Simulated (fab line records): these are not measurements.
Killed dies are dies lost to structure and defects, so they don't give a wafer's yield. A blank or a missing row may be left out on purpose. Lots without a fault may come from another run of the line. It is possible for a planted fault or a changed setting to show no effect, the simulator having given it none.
Comparing a struck lot with a sound one    flow gf180mcu    27 out of 602 route steps
Sound: these wafers, L990.1, L990.4, L990.5. Struck: wafers L983.1, L983.3, L983.4. The cause comes at the end.
At each step with rows: each side's tool, then ch and its chambers, then its first start. Under that, the readings that differ: sound wafers    struck wafers    difference of the means    sigmas: that difference in standard deviations of wafers without a fault.
alike: a reading whose means differ by less than 2 such deviations, as well as words and numbers matching on both sides. not compared: withheld readings; readings where some wafer has no value; bounds like >300 that might hide an equal value; numbers whose values overlap and for which the record gives no deviation.
A row with sigmas, a row that says differs or no value, or rows on one side alone: a step with any of these is where the two part. Numbers that don't overlap but have no deviation are shown without sigmas and don't part them. Lack of a reading on every wafer of one side parts them only where that side has two or more wafers.

GF_HV_LDD_ETCHBACK_58: etches Si3N4 in CH3F/O2, stops on SiO2, time 100 s, target depth 90 nm.
  sound on rie_diel-01 ch 0,1, day 19 09:50; struck on rie_diel-02 ch 0,2,3, day 16 20:05
  alike: drypump_motor_current_A, oes_product_au, throttle_valve_pct
  not compared: rf_hours_counter_h
then, 7 steps without rows for these wafers: GF_NSD_DEHYDRATE_00 (time 60 s); GF_NSD_HMDS_01 (prime time 60 s); GF_NSD_COAT_02 (resist thk 1000 nm); GF_NSD_SOFTBAKE_03 (time 60 s); GF_NSD_EXPOSE_04 (exposes mask Nplus, target cd 400 nm); GF_NSD_PEB_05; GF_NSD_DEVELOP_06 (develop time 60 s).
GF_NSD_CD_MEAS_07: the cd target is 400 nm.
  sound on cd_sem-01, day 20 10:12; struck on cd_sem-02, day 17 20:03
  alike: cd_nm
GF_NSD_OVL_MEAS_08:
  sound on overlay-01, day 20 10:19; struck on overlay-01, day 17 20:10
  alike: NSD_OVL
then, 2 steps without rows for these wafers: GF_NSD_IMPLANT_09; GF_NSD_IMPLANT_10.
GF_NSD_STRIP_11: strips in O2/N2.
  sound on plasma_asher-04 ch 0,1, day 20 10:40; struck on plasma_asher-01 ch 0,1, day 17 20:31
  no value came back on the struck wafers for any of 5 readings (chamber_pressure_mTorr (mTorr), drypump_motor_current_A (A) and others); on the sound wafers chamber_pressure_mTorr (mTorr) reads 1498.0 1501.9 1499.0
reading                                   sound  struck            difference  sigmas
model.NOVOLAK_of_NSD_COAT_02.thk_nm (nm)  0 0 0  997.4 997.3 1001  +998.6      
  not compared: rf_hours_counter_h
GF_NSD_TW_MEAS_12:
  sound on film_metro-01, day 20 10:46; struck on film_metro-03, day 17 20:37
  alike: NSD_TW
then, 7 steps without rows for these wafers: GF_PSD_DEHYDRATE_00 (time 60 s); GF_PSD_HMDS_01 (prime time 60 s); GF_PSD_COAT_02 (resist thk 1000 nm); GF_PSD_SOFTBAKE_03 (time 60 s); GF_PSD_EXPOSE_04 (exposes mask Pplus, target cd 400 nm); GF_PSD_PEB_05; GF_PSD_DEVELOP_06 (develop time 60 s).
GF_PSD_CD_MEAS_07: the cd target is 400 nm.
  sound on cd_sem-02, day 21 10:02; struck on cd_sem-02, day 18 20:11
reading     sound              struck             difference  sigmas
cd_nm (nm)  398.6 399.5 399.8  405.2 402.6 404.3  +4.7        +2
GF_PSD_OVL_MEAS_08:
  sound on overlay-02, day 21 10:10; struck on overlay-02, day 18 20:19
  alike: PSD_OVL
following that, these wafers have no rows for 1 step: GF_PSD_IMPLANT_09.
GF_PSD_STRIP_10: strips in O2/N2.
  sound on plasma_asher-03 ch 0,1, day 21 10:20; struck on plasma_asher-03 ch 0,1, day 18 20:30
reading                       sound              struck             difference  sigmas
oes_product_au (a.u.)         0.597 0.588 0.589  0.663 0.662 0.656  +0.069      +16
strip_time_to_endpoint_s (s)  16.52 16.53 16.55  31.41 31.41 31.43  +14.88      +99 or more
  alike: chamber_pressure_mTorr, drypump_motor_current_A, heater_power_w
  not compared: rf_hours_counter_h
GF_PSD_TW_MEAS_11:
  sound on film_metro-03, day 21 10:26; struck on film_metro-03, day 18 20:36
reading  sound           struck    difference  sigmas
PSD_TW   3154 3183 3156  30 30 30  -3134       -99 or more
then, 1 step without rows for these wafers: GF_PSD_CLEAN_12 (cleans in SC1/SC2, time 150 s).

WHERE THEY PART
At GF_NSD_STRIP_11 first; at GF_PSD_TW_MEAS_11 last (within this record only).

WHY: what had been put in by the simulator
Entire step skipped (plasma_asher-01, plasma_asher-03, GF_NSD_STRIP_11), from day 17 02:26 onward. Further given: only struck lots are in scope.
